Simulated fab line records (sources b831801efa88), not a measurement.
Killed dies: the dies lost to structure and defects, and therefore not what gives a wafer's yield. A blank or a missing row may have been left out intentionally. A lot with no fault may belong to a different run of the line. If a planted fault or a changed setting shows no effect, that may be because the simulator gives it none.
Matching of chambers / flow sky130 / 4 sister chambers for SKY_VIA1_CMP_24 on cmp-02
The step polishes, stops on SiO2, t overpolish 15 s, target thk 0 nm. 4 wafers are shown with their chamber, then 10 later ones without.

== WAFERS PAIRED WITH THEIR CHAMBERS ==
wafer=L080.4; chamber=2; motor_current_A (A)=12.6
wafer=L082.4; chamber=3; motor_current_A (A)=12.0
wafer=L088.1; chamber=1; motor_current_A (A)=11.9
wafer=L088.3; chamber=0; motor_current_A (A)=10.7

== WAFERS WITH NO CHAMBER GIVEN ==
wafer=L088.4; motor_current_A (A)=13.0
wafer=L087.2; motor_current_A (A)=12.8
wafer=L087.4; motor_current_A (A)=12.2
wafer=L087.5; motor_current_A (A)=11.0
wafer=L091.2; motor_current_A (A)=11.3
wafer=L091.5; motor_current_A (A)=12.3
wafer=L091.6; motor_current_A (A)=12.9
wafer=L094.2; motor_current_A (A)=12.1
wafer=L094.3; motor_current_A (A)=10.7
wafer=L094.5; motor_current_A (A)=10.8

== WHICH CHAMBER EACH WENT THROUGH ==
wafer=L088.4; from the rows above=2; in truth=2
wafer=L087.2; from the rows above=2; in truth=2
wafer=L087.4; from the rows above=can't be placed: 3 or 1 or 2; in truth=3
wafer=L087.5; from the rows above=0; in truth=0
wafer=L091.2; from the rows above=can't be placed: 1 or 0 or 3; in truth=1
wafer=L091.5; from the rows above=can't be placed: 2 or 3 or 1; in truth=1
wafer=L091.6; from the rows above=2; in truth=2
wafer=L094.2; from the rows above=can't be placed: 3 or 1 or 2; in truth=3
wafer=L094.3; from the rows above=0; in truth=0
wafer=L094.5; from the rows above=0; in truth=0
Correctly placed: 6 of 10. These rows do not allow placing 4 (true chamber among the candidates in 4). Wrongly placed: 0.
How it was worked out, from the rows above alone: a wafer's distance from a chamber is the root of the sum, over the readings, of the square of ((its reading less the chamber's mean) divided by the reading's scatter). If the next closest chamber is less than 2 further off than the closest, the wafer can't be placed; otherwise it belongs to the closest. For every chamber, the mean is computed from those of its wafers that are shown. The scatter: root of mean squared gap, hidden wafer to nearest shown wafer, with one shown wafer a chamber.
